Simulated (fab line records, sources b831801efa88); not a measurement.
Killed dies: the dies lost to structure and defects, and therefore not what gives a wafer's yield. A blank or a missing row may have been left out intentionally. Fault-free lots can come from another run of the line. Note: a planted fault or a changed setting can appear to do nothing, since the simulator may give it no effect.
Which tool did it? + flow sky130 + 11 lots with 33 wafers sampled at 4 steps, on a route of 708 steps

== WHAT THE GAUGES SHOWED, per wafer ==
SKY_LDD_HVN_TW_MEAS_10.
| lot  | measured     | on            | LDD_HVN_TW     |
|------|--------------|---------------|----------------|
| L696 | day 20 10:38 | film-metro-02 | 1440 1441 1448 |
| L700 | day 21 23:38 | film-metro-02 | 1435 1435 1440 |
| L701 | day 21 19:13 | film-metro-02 | 1441 1439 1443 |
| L703 | day 22 16:08 | film-metro-01 | 1442 1446 1447 |
| L707 | day 24 10:05 | film-metro-02 | 1492 1489 1489 |
| L709 | day 25 02:19 | film-metro-02 | 1488 1482 1489 |
| L710 | day 25 13:58 | film-metro-01 | 1451 1449 1461 |
| L711 | day 25 19:11 | film-metro-02 | 1432 1444 1438 |
| L713 | day 26 13:32 | film-metro-03 | 1428 1432 1434 |
| L714 | day 26 20:52 | film-metro-02 | 1439 1447 1451 |
| L716 | day 27 14:04 | film-metro-01 | 1452 1454 1449 |

== TOOL THAT RAN EACH LOT (tool first, then ch and the chambers of the sampled wafers, then the start) ==
| lot  | SKY_GATE_OXIDE_STRIP_13              | SKY_LDD_P_STRIP_10                   | SKY_LDD_HVN_IMPLANT_08          |
|------|--------------------------------------|--------------------------------------|---------------------------------|
| L696 | plasma-asher-02 ch 0,1, day 13 22:38 | plasma-asher-01 ch 0, day 19 03:56   | implanter-03 ch 0, day 20 10:25 |
| L700 | plasma-asher-01 ch 0,1, day 15 05:09 | plasma-asher-03 ch 0,1, day 20 16:37 | implanter-01 ch 0, day 21 23:25 |
| L701 | plasma-asher-03 ch 0,1, day 15 07:11 | plasma-asher-03 ch 0,1, day 20 13:12 | implanter-01 ch 0, day 21 18:59 |
| L703 | plasma-asher-03 ch 0,1, day 16 01:40 | plasma-asher-03 ch 0,1, day 21 09:38 | implanter-03 ch 0, day 22 15:55 |
| L707 | plasma-asher-01 ch 0,1, day 17 12:55 | plasma-asher-01 ch 0,1, day 23 03:54 | implanter-01 ch 0, day 24 09:52 |
| L709 | plasma-asher-01 ch 0, day 18 10:28   | plasma-asher-03 ch 0,1, day 23 20:14 | implanter-01 ch 0, day 25 02:04 |
| L710 | plasma-asher-03 ch 0, day 18 20:13   | plasma-asher-01 ch 0,1, day 24 07:33 | implanter-04 ch 0, day 25 13:44 |
| L711 | plasma-asher-03 ch 0,1, day 19 02:04 | plasma-asher-02 ch 0,1, day 24 13:11 | implanter-04 ch 0, day 25 18:58 |
| L713 | plasma-asher-03 ch 0,1, day 19 20:37 | plasma-asher-02 ch 0,1, day 25 07:27 | implanter-04 ch 0, day 26 13:18 |
| L714 | plasma-asher-01 ch 1, day 20 05:14   | plasma-asher-03 ch 0,1, day 25 15:29 | implanter-03 ch 0, day 26 20:38 |
| L716 | plasma-asher-03 ch 0,1, day 21 02:11 | plasma-asher-02 ch 0,1, day 26 09:14 | implanter-03 ch 0, day 27 13:49 |
- SKY_GATE_OXIDE_STRIP_13: strips in O2/N2.
- SKY_LDD_P_STRIP_10: strips in O2/N2.
- SKY_LDD_HVN_IMPLANT_08

== THE ANSWER, worked out from the rows above alone ==
Rule: usual is defined by the lots themselves. The widest of any qualifying gaps counts: lots, ordered by their means at a reading, are off when they make up no more than a third of the lots, leave a main group of 4 or more, and stand apart from it by 3 or more times the standard deviation of that group's means. If all means in a main group match to the digits the tables above print for the reading, that group is not used. A lot without any number at a reading at which 4 lots or more have one is off too. Any other lot the step has rows for is counted as sound.
Off: L707, L709, seen at SKY_LDD_HVN_TW_MEAS_10 (LDD_HVN_TW). Mean 1443 and standard deviation 6.7 in the main group.
A tool fits if, at a process step before that reading, it ran every lot that is off, and no sound lot after the first of them. Gauges at SKY_LDD_HVN_TW_MEAS_10: tried the same way as those tools. One candidate fits, namely implanter-01 at SKY_LDD_HVN_IMPLANT_08. Its last sound lot is L700 (day 21 23:25), its first lot that is off L707 (day 24 09:52): a fault that began between those two fits.

== WHAT THE SIMULATOR HAD PUT IN ==
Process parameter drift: implanter-01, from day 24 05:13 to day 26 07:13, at SKY_LDD_HVN_IMPLANT_08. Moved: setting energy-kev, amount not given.
Struck lots among those shown: L707, L709. The rule above found the same.
